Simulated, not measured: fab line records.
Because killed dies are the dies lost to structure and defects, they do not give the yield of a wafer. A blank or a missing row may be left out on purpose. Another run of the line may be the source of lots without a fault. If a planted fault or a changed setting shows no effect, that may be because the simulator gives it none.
A struck lot beside a sound one	flow sky130	18 out of 708 route steps
Sound: these wafers, L634.1, L634.4, L634.6. Struck: wafers L625.1, L625.5, L625.6. The cause is named last.
Per side, at each step with rows, come the tool, then ch with its chambers, and then its first start. Under that, the readings that differ: sound wafers	struck wafers	difference of the means	sigmas: that difference in standard deviations of wafers without a fault.
alike: readings with means less than 2 such deviations apart, plus words and numbers identical on both sides. not compared: withheld readings, readings lacking a value on some wafer, bounds such as >300 that could conceal the same value, and numbers that have no deviation in the record and whose values overlap.
Wherever a step has rows on one side only, a row that says differs or no value, or a row with sigmas, the two part there. Numbers that don't overlap but have no deviation are shown without sigmas and don't part them. A reading missing from all wafers of one side parts the sides only when that side holds two or more wafers.

first, 5 steps without rows for these wafers: SKY_VIA4_COAT_06 (resist thk 1140 nm); SKY_VIA4_SOFTBAKE_07 (time 60 s); SKY_VIA4_EXPOSE_08 (exposes mask VIM4, target cd 800 nm); SKY_VIA4_PEB_09; SKY_VIA4_DEVELOP_10 (develop time 60 s).
SKY_VIA4_OVL_MEAS_11:
  sound: overlay-01 at day 46 12:57; struck: overlay-02 at day 43 16:36
  alike: VIA4_OVL
SKY_VIA4_ETCH_12: etches SiO2 in C4F8/O2/Ar, stops on TiN, target depth 580 nm.
  sound on rie_diel-02 ch 1,3, day 46 12:59; struck on rie_diel-04 ch 0,1, day 43 16:38
  alike: oes_product_au
SKY_VIA4_STRIP_13: strips in O2/N2.
  sound on plasma_asher-03 ch 0,1, day 46 13:04; struck on plasma_asher-02 ch 0,1, day 43 16:43
  alike: drypump_motor_current_A, oes_product_au, strip_time_to_endpoint_s
  not compared: rf_hours_counter_h
then, 3 steps without rows for these wafers: SKY_VIA4_STRIP_14 (strips in post etch residue remover, time 1200 s); SKY_VIA4_CLEAN_15 (cleans in IPA, time 180 s); SKY_VIA4_CLEAN_16 (cleans in O3/DIW).
SKY_VIA4_SPUTTER_17: material TiN, target thk 20 nm, time 80 s.
  sound: pvd_sputter-04 at day 46 13:39; struck: pvd_sputter-03 at day 43 17:19
  alike: throttle_valve_pct
SKY_VIA4_CVD_18: deposits W, target thk 505 nm, time 152.14 s.
  sound on cvd_w-02 ch 0,1, day 46 13:43; struck on cvd_w-01 ch 0,1, day 43 17:23
reading	sound	struck	difference	sigmas
heater_power_w (W)	892 724 862	1030 1008 1086	+215	+3
susceptor_temp_C (C)	400.04 399.96 399.99	421.04 421.30 420.73	+21.03	+96
model.W_of_VIA4_CVD_18.thk_nm (nm)	508.9 507.5 500.2	718.9 722.1 717.4	+213.9	
  not compared: since_wet_clean_h
SKY_VIA4_RS_MEAS_19: measurement is done with a four-point probe.
  sound: film_metro-03 at day 46 13:52; struck: film_metro-01 at day 43 17:32
reading	sound	struck	difference	sigmas
VIA4_W_RS (ohm/sq)	0.2245 0.2254 0.2280	0.1587 0.1580 0.1592	-0.0673	-32
SKY_VIA4_THK_MEAS_20: measures by xrf.
  sound: film_metro-03 at day 46 13:59; struck: film_metro-01 at day 43 17:39
reading	sound	struck	difference	sigmas
VIA4_W_THK (nm)	523 521 513	741 744 736	+221	+40
SKY_VIA4_CMP_21: polishes, stops on SiO2, t overpolish 25 s, target thk 0 nm.
  sound on cmp-01 ch 1,2,3, day 46 14:10; struck on cmp-01 ch 0,1, day 43 17:46
reading	sound	struck	difference	sigmas
time_to_endpoint_s (s)	122 132 123	178 179 173	+51	+12
  alike: motor_current_A
SKY_METAL5_SPUTTER_00: material Ti, target thk 15 nm, time 10 s.
  sound: pvd_sputter-03 at day 46 14:28; struck: pvd_sputter-02 at day 43 18:01
  alike: throttle_valve_pct
-- the record jumps here: 3 days lie between the struck wafers' starts before and after (it left off in module METAL5 and takes up again in module PAD_OPEN, whose first step shown is number 708 of the route) --
SKY_PAD_OPEN_PROBE_99:
  sound: prober-02 at day 49 02:43; struck: prober-02 at day 46 14:32
  alike: defect_limited_yield, killed_at_M0_to_M3, killed_at_M4_up, killed_at_contacts, killed_at_front_end, killed_at_other, killed_dies, killed_open, killed_short, sort_bin_3_pad_short, sort_bin_5_function, sort_bin_6_memory, sort_n_pass, sort_yield_pct

## WHERE THEY PART
First at SKY_VIA4_CVD_18; last, within this record, at SKY_VIA4_CMP_21. Later steps at which nothing parts them and some readings are alike: SKY_METAL5_SPUTTER_00, SKY_PAD_OPEN_PROBE_99.

WHY: what the simulator had put in
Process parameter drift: cvd_w-01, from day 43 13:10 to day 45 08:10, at SKY_VIA4_CVD_18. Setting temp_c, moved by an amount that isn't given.
